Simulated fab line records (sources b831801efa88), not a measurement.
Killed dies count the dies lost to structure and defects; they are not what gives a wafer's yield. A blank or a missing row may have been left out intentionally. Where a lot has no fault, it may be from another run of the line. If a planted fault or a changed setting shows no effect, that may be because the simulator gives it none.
Comparing a struck lot with a sound one	flow sky130	17 steps out of a route of 708
Sound: these wafers, L683.1, L683.5, L683.6. Struck: wafer L689.2. (L689.5 of the same lot was not struck and is left out.) The cause comes at the end.
Per side, at each step with rows, come the tool, then ch with its chambers, and then its first start. Under that, the readings that differ: sound wafers	struck wafers	difference of the means	sigmas: that difference in standard deviations of wafers without a fault.
alike: words and numbers the same on both sides, and readings whose means are apart by under 2 such deviations; not compared: readings that were withheld, readings missing a value for some wafer, numbers with overlapping values and no deviation given by the record, and bounds like >300 which may hide the same value.
The two part at a step that has a row with sigmas, a row that says differs or no value, or rows on one side only. When numbers do not overlap yet have no deviation, they are printed without sigmas and do not part them. A reading that every wafer of one side lacks parts them only if that side has two wafers or more.

first, 1 step without rows for these wafers: SKY_NWELL_IMPLANT_24.
SKY_NWELL_STRIP_25: strips in O2/N2.
  sound on plasma asher-03 ch 0,1, day 7 20:54; struck on plasma asher-04 ch 0, day 9 09:01
reading	sound	struck	difference	sigmas
drypump motor current A (A)	6.0 6.0 5.6	4.8	-1.1	-2
  alike: oes product au, strip time to endpoint s
  not compared: rf hours counter h
SKY_NWELL_TW_MEAS_26:
  sound: film metro-03 at day 7 21:00; struck: film metro-04 at day 9 09:07
  alike: NWELL_2_TW
then, 1 step without rows for these wafers: SKY_NWELL_CLEAN_27 (cleans in SC1/SC2, time 150 s).
SKY_NWELL_RTA_28: time 30 s.
  sound on rtp anneal-01 ch 0, day 7 21:07; struck on rtp anneal-01 ch 0, day 9 09:14
  alike: lamp power pct, wafer_temp_C_max
SKY_NWELL_RS_MEAS_29: the measuring method here is four-point-probe.
  sound: film metro-03 at day 7 21:13; struck: film metro-03 at day 9 09:21
  alike: NWELL_RS
SKY_NWELL_RS_MEAS_31: the measuring method here is four-point-probe.
  sound: film metro-03 at day 7 21:27; struck: film metro-03 at day 9 09:35
  alike: PWDE_RS
then, 4 steps without rows for these wafers: SKY_VT_ADJUST_HVTP_DEHYDRATE_00 (time 60 s); SKY_VT_ADJUST_HVTP_HMDS_01 (prime time 60 s); SKY_VT_ADJUST_HVTP_COAT_02 (resist thk 1140 nm); SKY_VT_ADJUST_HVTP_SOFTBAKE_03 (time 60 s).
SKY_VT_ADJUST_HVTP_EXPOSE_04: exposes mask HVTPM, target cd 380 nm.
  sound on iline stepper-01 ch 0, day 8 07:19; struck on iline stepper-02 ch 0, day 9 20:25
  alike: mask
then, 2 steps without rows for these wafers: SKY_VT_ADJUST_HVTP_PEB_05; SKY_VT_ADJUST_HVTP_DEVELOP_06 (develop time 60 s).
SKY_VT_ADJUST_HVTP_CD_MEAS_07 targets a cd of 380 nm.
  sound: cd sem-01 at day 8 17:53; struck: cd sem-02 at day 10 06:56
reading	sound	struck	difference	sigmas
cd nm (nm)	382.8 382.8 383.1	362.5	-20.4	-7
SKY_VT_ADJUST_HVTP_OVL_MEAS_08:
  sound: overlay-02 at day 8 18:01; struck: overlay-02 at day 10 07:02
  alike: VT_ADJUST_HVTP_OVL
following that, these wafers have no rows for 1 step: SKY_PAD_OPEN_PROBE_99.

== WHERE THEY PART ==
Last at SKY_VT_ADJUST_HVTP_CD_MEAS_07 as far as this record goes, first at SKY_NWELL_STRIP_25. Later steps at which nothing parts them and some readings are alike: SKY_VT_ADJUST_HVTP_OVL_MEAS_08.

WHY: whatever the simulator had introduced
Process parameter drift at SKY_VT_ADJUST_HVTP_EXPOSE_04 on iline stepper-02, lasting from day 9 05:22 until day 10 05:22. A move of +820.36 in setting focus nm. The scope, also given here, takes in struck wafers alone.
